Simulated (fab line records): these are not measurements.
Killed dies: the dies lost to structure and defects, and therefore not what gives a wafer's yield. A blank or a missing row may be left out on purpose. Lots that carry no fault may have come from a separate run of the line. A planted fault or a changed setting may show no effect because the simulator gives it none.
A struck lot beside a sound one || flow gf180mcu || 15 out of 602 route steps
Sound: wafers L809.1, L809.4, L809.5. The struck wafers were L820.1, L820.3, L820.5. The cause is named last.
Order at every step that has rows: each side's tool, ch and its chambers, its first start. Under that, the readings that differ: sound wafers || struck wafers || difference of the means || sigmas: that difference in standard deviations of wafers without a fault.
alike: same words and numbers on both sides, and readings whose means sit less than 2 such deviations apart. not compared: any withheld reading, any reading some wafer has no value for, any bound like >300 that may hide the same value, and any number with overlapping values for which the record gives no deviation.
A row with sigmas, a row that says differs or no value, or rows on one side alone: a step with any of these is where the two part. Numbers that have no deviation but don't overlap get no sigmas and don't part them. Lack of a reading on every wafer of one side parts them only where that side has two or more wafers.

GF_POLY_GATE_THK_MEAS_01:
  struck on film-metro-04, day 12 10:50; sound on film-metro-03, day 9 07:39
  alike: POLY_GATE_CVD_00_THK
then, 8 steps without rows for these wafers: GF_POLY_GATE_DEHYDRATE_02 (time 60 s); GF_POLY_GATE_HMDS_03 (prime time 60 s); GF_POLY_GATE_COAT_04; GF_POLY_GATE_COAT_05 (resist thk 700 nm); GF_POLY_GATE_SOFTBAKE_06 (time 60 s); GF_POLY_GATE_EXPOSE_07 (exposes mask Poly2, target cd 280 nm); GF_POLY_GATE_PEB_08 (peb time 90 s); GF_POLY_GATE_DEVELOP_09 (develop time 60 s).
GF_POLY_GATE_CD_MEAS_10 targets a cd of 280 nm.
  struck on cd-sem-01, day 13 05:34; sound on cd-sem-01, day 10 01:05
{"reading": "cd-nm (nm)", "sound": "279.6 279.1 280.1", "struck": "282.0 282.3 281.7", "difference": "+2.4", "sigmas": "+3"}
GF_POLY_GATE_OVL_MEAS_11:
  struck on overlay-01, day 13 05:41; sound on overlay-02, day 10 01:12
  alike: POLY_GATE_OVL
GF_POLY_GATE_ETCH_12: etches BARC in N2/H2.
  sound on rie-diel-04 ch 0,3, day 10 01:14; struck on rie-diel-04 ch 1,2,3, day 13 05:43
  alike: drypump-motor-current-A, oes-product-au, throttle-valve-pct
GF_POLY_GATE_ETCH_13: etches poly-Si in HBr/Cl2, stops on SiO2, target depth 198.5 nm, time 69.6 s.
  sound on rie-si-02 ch 2,3, day 10 01:17; struck on rie-si-02 ch 0,2,3, day 13 05:46
{"reading": "over-etch-frac", "sound": "0.403 0.403 0.403", "struck": "0.3383 0.3383 0.3383", "difference": -0.0647, "sigmas": ""}
{"reading": "model.POLY_GATE.feature-depth-nm (nm)", "sound": "197.2 198.5 195", "struck": "185.9 190.4 191.5", "difference": -7.6, "sigmas": ""}
{"reading": "model.etch.depth-nm (nm)", "sound": "197.2 198.5 195", "struck": "185.9 190.4 191.5", "difference": -7.6, "sigmas": ""}
  alike: drypump-motor-current-A, oes-product-au, throttle-valve-pct
  not compared: rf-hours-counter-h
GF_POLY_GATE_STRIP_14: strips in O2/N2.
  sound on plasma-asher-04 ch 0,1, day 10 01:21; struck on plasma-asher-02 ch 0,1, day 13 05:50
  alike: drypump-motor-current-A, heater-power-w, o2-flow-sccm, oes-product-au
  not compared: rf-hours-counter-h
GF_PASSIVATION_PROBE_99:
  the record holds rows for the sound wafers here (prober-01, day 30 04:08) but none for the struck ones

WHERE THEY PART
Earliest at GF_POLY_GATE_CD_MEAS_10; latest, in this record, at GF_PASSIVATION_PROBE_99.

WHY: whatever the simulator had introduced
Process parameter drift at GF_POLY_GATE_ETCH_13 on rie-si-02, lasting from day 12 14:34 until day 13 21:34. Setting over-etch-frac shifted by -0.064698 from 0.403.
